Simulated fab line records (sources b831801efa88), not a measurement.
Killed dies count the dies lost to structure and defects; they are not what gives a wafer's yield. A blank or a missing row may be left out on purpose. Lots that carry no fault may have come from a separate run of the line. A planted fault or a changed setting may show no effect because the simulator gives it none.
fab line records ; flow gf180mcu
record: lots: 14; wafers: 42; last-day: 34
route steps=602 shown V2@399 M3@412 V3@447
lots untouched by any fault: they come from a run of this same line in which no faults occurred
start-h: start of the lot's first displayed wafer, in hours after the record's first day ; wait-h: time in hours since the lot's previous step ; " repeats the value in the row above ; L1.1+2: a single row standing in for several wafers ; - value missing, or start not given ; * or withheld: withheld ; < > ~ a bound
route shown NAME@n: NAME is a module with steps in the file, n the number in the route of the first one ; usual: average and standard deviation across the fault-free wafers ; same: alike in all rows ; chamber/n: place in a boat ; sites: the reading at each site ; _std_site: the values' standard deviation ; _edge_site: inner sites' mean taken away from outer sites' mean ; radius-mm: for every site, how far away it sits from the centre of the wafer ; mask NAME#n: copy n ; behind: the most recent tool/chamber to have shaped the wafer ; hold: reason for holding the lot/hours on hold/outcome of the hold ; device: names the non-switching transistor (n, p or np) ; end of line: the route-end tests of the same wafers ; where a step has no rows: the recipe by itself ; killed: the dies lost at the first sort to structure and to defects; this is not the yield of the wafer ; map: a wafer's dies, x killed, . not, _ none there
set.NAME: the run value of the setting; set.NAME@STEP: its run value at that earlier step ; model.NAME: the simulator's own value behind a step, which no gauge read
one table for each step of the route and one row for each wafer, over a sample of lots
services: the hour from which a tool's chamber was out of use, counted from the record's first day as start-h (under 0 if before that day), plus the number of hours and why
== steps ==
step: GF_V2_ETCH_17
recipe: chemistry: C4F8/O2/Ar; mask-material: KrF; target: SiO2; stop-on: TiN; source-w: 1500; bias-w: 1200; pressure-mtorr: 40; c4f8-flow-sccm: withheld; O2_flow_sccm: 6; Ar_flow_sccm: 300; time-s: withheld; target-depth-a: 6300
usual: oes-product-au: 0.850/0.0048
lot.wafer;tool;chamber;start-h;wait-h;oes-product-au
L530.2;rie-diel-03;2;-;-;0.848
L530.3;rie-diel-03;1;-;-;0.848
L530.5;rie-diel-03;0;-;-;0.857
L531.2;rie-diel-04;0;-;-;0.854
L531.3;rie-diel-04;1;-;-;0.860
L531.5;rie-diel-04;0;-;-;0.846
L533.1;rie-diel-04;1;-;-;0.851
L533.2;rie-diel-04;2;-;-;0.857
L533.3;rie-diel-04;0;-;-;0.857
L534.1;rie-diel-04;1;-;-;0.853
L534.2;rie-diel-04;0;-;-;0.851
L534.3;rie-diel-04;2;-;-;0.848
L536.1;rie-diel-03;1;-;-;0.855
L536.2;rie-diel-03;0;-;-;0.853
L536.4;rie-diel-03;1;-;-;0.855
L543.3;rie-diel-03;1;-;-;0.855
L543.4;rie-diel-03;1;-;-;0.848
L543.5;rie-diel-03;2;-;-;0.852
L544.3;rie-diel-04;0;-;-;0.853
L544.4;rie-diel-04;1;-;-;0.844
L544.5;rie-diel-04;1;-;-;0.850
L545.1;rie-diel-03;1;-;-;0.854
L545.2;rie-diel-03;3;-;-;0.843
L545.3;rie-diel-03;2;-;-;0.848
L546.3;rie-diel-01;1;-;-;0.851
L546.5;rie-diel-01;3;-;-;0.855
L546.6;rie-diel-01;0;-;-;0.851
L549.2;rie-diel-03;1;-;-;0.847
L549.3;rie-diel-03;0;-;-;0.851
L549.5;rie-diel-03;1;-;-;0.850
L550.2;rie-diel-03;0;-;-;0.855
L550.3;rie-diel-03;1;-;-;0.852
L550.4;rie-diel-03;3;-;-;0.850
L551.2;rie-diel-04;1;-;-;0.846
L551.4;rie-diel-04;0;-;-;0.849
L551.6;rie-diel-04;0;-;-;0.855
L552.3;rie-diel-03;0;-;-;0.850
L552.5;rie-diel-03;1;-;-;0.850
L552.6;rie-diel-03;0;-;-;0.860
L553.1;rie-diel-01;2;-;-;0.850
L553.2;rie-diel-01;3;-;-;0.847
L553.4;rie-diel-01;0;-;-;0.855
step: GF_V2_THK_MEAS_25
recipe: thk-meas-gauge: xrf; reads: W_of_V2_CVD_23
usual: V2_W_THK: 360/7.5
lot.wafer;tool;chamber;start-h;wait-h;V2_W_THK[nm]
L530.2;film-metro-01;-;463.66;0.1;366
L530.3;film-metro-01;-;463.66;0.1;370
L530.5;film-metro-01;-;463.66;0.1;364
L531.2;film-metro-03;-;480.53;0.1;365
L531.3;film-metro-03;-;480.53;0.1;362
L531.5;film-metro-03;-;480.53;0.1;367
L533.1;film-metro-03;-;497.19;0.1;365
L533.2;film-metro-03;-;497.19;0.1;366
L533.3;film-metro-03;-;497.19;0.1;364
L534.1;film-metro-01;-;515.17;0.1;359
L534.2;film-metro-01;-;515.17;0.1;355
L534.3;film-metro-01;-;515.17;0.1;357
L536.1;film-metro-04;-;526.16;0.1;351
L536.2;film-metro-04;-;526.16;0.1;352
L536.4;film-metro-04;-;526.16;0.1;348
L543.3;film-metro-01;-;575.31;0.1;359
L543.4;film-metro-01;-;575.31;0.1;360
L543.5;film-metro-01;-;575.31;0.1;364
L544.3;film-metro-03;-;587.00;0.1;361
L544.4;film-metro-03;-;587.00;0.1;356
L544.5;film-metro-03;-;587.00;0.1;358
L545.1;film-metro-04;-;590.73;0.1;364
L545.2;film-metro-04;-;590.73;0.1;358
L545.3;film-metro-04;-;590.73;0.1;359
L546.3;film-metro-04;-;599.60;0.1;350
L546.5;film-metro-04;-;599.60;0.1;348
L546.6;film-metro-04;-;599.60;0.1;350
L549.2;film-metro-01;-;617.09;0.1;375
L549.3;film-metro-01;-;617.09;0.1;363
L549.5;film-metro-01;-;617.09;0.1;372
L550.2;film-metro-01;-;619.29;0.1;371
L550.3;film-metro-01;-;619.29;0.1;370
L550.4;film-metro-01;-;619.29;0.1;364
L551.2;film-metro-04;-;634.34;0.1;363
L551.4;film-metro-04;-;634.34;0.1;360
L551.6;film-metro-04;-;634.34;0.1;359
L552.3;film-metro-03;-;640.02;0.1;361
L552.5;film-metro-03;-;640.02;0.1;365
L552.6;film-metro-03;-;640.02;0.1;365
L553.1;film-metro-04;-;648.69;0.1;353
L553.2;film-metro-04;-;648.69;0.1;361
L553.4;film-metro-04;-;648.69;0.1;354
step: GF_M3_SPUTTER_03
recipe: material: Ti; target-thk-nm: 10; substrate-temp-c: 300; chamber-pressure-pa: 0.3; power-w: 3000; time-s: 6.7
usual: throttle-valve-pct: 30.1/1.1
same: time-s: 6.7
lot.wafer;tool;chamber;start-h;wait-h;throttle-valve-pct
L530.2;pvd-sputter-03;-;464.17;0.0;29.7
L530.3;pvd-sputter-03;-;464.17;0.0;29.9
L530.5;pvd-sputter-03;-;464.17;0.0;30.2
L531.2;pvd-sputter-04;-;481.04;0.0;30.8
L531.3;pvd-sputter-04;-;481.04;0.0;30.3
L531.5;pvd-sputter-04;-;481.04;0.0;30.5
L533.1;pvd-sputter-04;-;497.71;0.0;29.9
L533.2;pvd-sputter-04;-;497.71;0.0;31.0
L533.3;pvd-sputter-04;-;497.71;0.0;30.9
L534.1;pvd-sputter-04;-;515.72;0.0;29.5
L534.2;pvd-sputter-04;-;515.72;0.0;30.1
L534.3;pvd-sputter-04;-;515.72;0.0;31.1
L536.1;pvd-sputter-04;-;526.68;0.0;29.6
L536.2;pvd-sputter-04;-;526.68;0.0;30.0
L536.4;pvd-sputter-04;-;526.68;0.0;30.9
L543.3;pvd-sputter-01;-;575.81;0.0;28.7
L543.4;pvd-sputter-01;-;575.81;0.0;29.2
L543.5;pvd-sputter-01;-;575.81;0.0;30.0
L544.3;pvd-sputter-01;-;587.50;0.0;28.5
L544.4;pvd-sputter-01;-;587.50;0.0;29.9
L544.5;pvd-sputter-01;-;587.50;0.0;30.0
L545.1;pvd-sputter-04;-;591.25;0.0;30.3
L545.2;pvd-sputter-04;-;591.25;0.0;29.6
L545.3;pvd-sputter-04;-;591.25;0.0;30.8
L546.3;pvd-sputter-03;-;600.10;0.0;32.8
L546.5;pvd-sputter-03;-;600.10;0.0;29.8
L546.6;pvd-sputter-03;-;600.10;0.0;29.2
L549.2;pvd-sputter-03;-;617.60;0.0;29.2
L549.3;pvd-sputter-03;-;617.60;0.0;29.7
L549.5;pvd-sputter-03;-;617.60;0.0;29.2
L550.2;pvd-sputter-01;-;619.80;0.0;28.7
L550.3;pvd-sputter-01;-;619.80;0.0;29.0
L550.4;pvd-sputter-01;-;619.80;0.0;30.7
L551.2;pvd-sputter-01;-;634.85;0.0;30.6
L551.4;pvd-sputter-01;-;634.85;0.0;28.6
L551.6;pvd-sputter-01;-;634.85;0.0;30.0
L552.3;pvd-sputter-01;-;640.52;0.0;28.8
L552.5;pvd-sputter-01;-;640.52;0.0;30.6
L552.6;pvd-sputter-01;-;640.52;0.0;28.6
L553.1;pvd-sputter-03;-;649.21;0.0;33.2
L553.2;pvd-sputter-03;-;649.21;0.0;29.9
L553.4;pvd-sputter-03;-;649.21;0.0;29.4
step: GF_V3_STRIP_18
recipe: chemistry: O2/N2; power-w: 1400; pressure-mtorr: 1500; platen-temp-c: 250; o2-flow-sccm: 3000; n2-flow-sccm: 300; overash-fraction: 0.5
usual: chamber-pressure-mTorr: 1500.0/1.3; drypump-motor-current-A: 6.1/0.38; heater-power-w: 317/28; oes-product-au: 0.594/0.0042; platen-temp-c: 249.99/0.22
lot.wafer;tool;chamber;start-h;wait-h;chamber-pressure-mTorr;drypump-motor-current-A;heater-power-w;oes-product-au;platen-temp-c;rf-hours-counter-h
L530.2;plasma-asher-02;1;513.65;-;1499.2;6.3;303;0.590;249.76;72
L530.3;plasma-asher-02;1;513.65;-;1500.1;6.2;313;0.604;250.03;-
L530.5;plasma-asher-02;0;513.65;-;1497.5;6.3;290;0.597;249.86;-
L531.2;plasma-asher-03;0;528.45;-;1500.0;6.1;360;0.597;250.16;43
L531.3;plasma-asher-03;1;528.45;-;1500.8;6.6;303;0.590;250.12;-
L531.5;plasma-asher-03;0;528.45;-;1500.2;6.1;352;0.588;250.01;-
L533.1;plasma-asher-02;0;545.56;-;1500.4;6.3;280;0.592;250.26;75
L533.2;plasma-asher-02;1;545.56;-;1502.1;6.2;308;0.590;250.25;75
L533.3;plasma-asher-02;1;545.56;-;1498.7;6.3;315;0.593;250.29;-
L534.1;plasma-asher-02;0;562.56;-;1501.8;6.3;281;0.598;250.10;77
L534.2;plasma-asher-02;1;562.56;-;1497.2;6.2;310;0.596;249.76;77
L534.3;plasma-asher-02;0;562.56;-;1501.8;6.3;286;0.584;250.30;-
L536.1;plasma-asher-02;1;572.65;-;1501.4;6.2;301;0.599;249.91;78
L536.2;plasma-asher-02;0;572.65;-;1498.3;6.3;283;0.594;250.19;78
L536.4;plasma-asher-02;0;572.65;-;1501.0;6.3;288;0.598;250.44;-
L543.3;plasma-asher-02;0;620.15;-;1500.0;6.3;285;0.600;249.83;-
L543.4;plasma-asher-02;1;620.15;-;1500.2;6.2;310;0.596;249.78;-
L543.5;plasma-asher-02;1;620.15;-;1499.7;6.3;314;0.594;249.93;-
L544.3;plasma-asher-03;0;630.63;-;-;-;-;-;-;-
L544.4;plasma-asher-03;1;630.63;-;-;-;-;-;-;-
L544.5;plasma-asher-03;1;630.63;-;-;-;-;-;-;-
L545.1;plasma-asher-02;1;634.26;-;-;-;-;-;-;-
L545.2;plasma-asher-02;0;634.26;-;-;-;-;-;-;-
L545.3;plasma-asher-02;0;634.26;-;-;-;-;-;-;-
L546.3;plasma-asher-02;0;642.63;-;1499.9;6.2;279;0.591;250.02;-
L546.5;plasma-asher-02;1;642.63;-;1500.7;6.3;312;0.595;250.08;-
L546.6;plasma-asher-02;0;642.63;-;1498.5;6.2;281;0.597;249.54;-
L549.2;plasma-asher-03;1;659.00;-;1499.7;6.6;298;0.595;250.46;57
L549.3;plasma-asher-03;1;659.00;-;1500.2;6.6;300;0.595;250.20;-
L549.5;plasma-asher-03;0;659.00;-;1500.5;6.1;360;0.594;249.73;-
L550.2;plasma-asher-02;1;660.31;-;1499.5;6.2;312;0.595;250.12;89
L550.3;plasma-asher-02;1;660.31;-;1501.2;6.3;302;0.600;249.91;-
L550.4;plasma-asher-02;0;660.31;-;1500.3;6.3;280;0.595;249.68;-
L551.2;plasma-asher-03;1;675.66;-;1500.4;6.6;303;0.597;250.04;59
L551.4;plasma-asher-03;1;675.66;-;1499.1;6.6;303;0.600;250.25;-
L551.6;plasma-asher-03;1;675.66;-;1499.5;6.6;297;0.595;250.29;-
L552.3;plasma-asher-02;1;680.83;-;1500.4;6.3;302;0.596;249.95;-
L552.5;plasma-asher-02;1;680.83;-;1499.2;6.3;305;0.590;249.94;-
L552.6;plasma-asher-02;0;680.83;-;1500.5;6.3;283;0.595;250.27;-
L553.1;plasma-asher-04;0;689.46;-;1501.7;5.5;326;0.589;249.71;22
L553.2;plasma-asher-04;1;689.46;-;1500.3;5.3;348;0.593;249.49;22
L553.4;plasma-asher-04;0;689.46;-;1501.1;5.5;343;0.597;249.91;-
== services ==
tool;chamber;start-h;hours;kind
plasma-asher-04;-;465.11;1.2;repair
plasma-asher-04;-;472.39;0.8;repair
plasma-asher-02;-;472.66;1.2;repair
rie-diel-04;0;484.59;1.9;repair
rie-diel-04;3;491.66;12.7;repair
plasma-asher-02;-;492.10;3.1;pm
rie-diel-03;2;506.69;21.9;repair
rie-diel-01;2;522.78;9.4;repair
rie-diel-03;-;529.11;0.2;repair
rie-diel-03;0;548.97;65.0;repair
pvd-sputter-03;-;571.32;8.4;repair
plasma-asher-04;-;584.24;17.2;pm
rie-diel-04;0;605.16;14.2;repair
plasma-asher-04;-;605.81;30.2;repair
rie-diel-03;2;613.94;-;clean
rie-diel-03;2;613.94;29.2;scheduled-down
rie-diel-03;2;613.94;29.2;vent-cycle
pvd-sputter-03;-;620.23;1.0;repair
rie-diel-03;-;626.37;1.4;repair
rie-diel-04;0;650.34;5.5;repair
pvd-sputter-01;-;651.30;9.6;repair
rie-diel-04;2;653.41;7.1;repair
rie-diel-03;3;661.04;4.8;repair
pvd-sputter-03;-;678.42;2.7;repair
== key ==
first-sign: step: GF_V3_STRIP_18; reading: tool-record; direction: missing
effect none on later readings
met-at GF_V3_STRIP_18
struck-lots L544,L545
later-rows-left-out L544.3,L544.4,L544.5,L545.1,L545.2,L545.3
sort-left-out L544.3,L544.4,L544.5,L545.1,L545.2,L545.3
not-acting-at GF_V2_ETCH_17,GF_V2_THK_MEAS_25,GF_M3_SPUTTER_03
onset-between 620.15 630.63
fault: kind: skipped-step-whole; tool: plasma-asher-02,plasma-asher-03; chamber: -; onset-h: 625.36; steps: GF_V3_STRIP_18; scope: struck-lots-only
sort-left-out: the simulated sort isn't trusted on such a fault, so these wafers' sort isn't shown, and their yield isn't known
later-rows-left-out: the simulator's readings of these wafers behind a module that went badly wrong aren't trusted and aren't shown, but for the sort
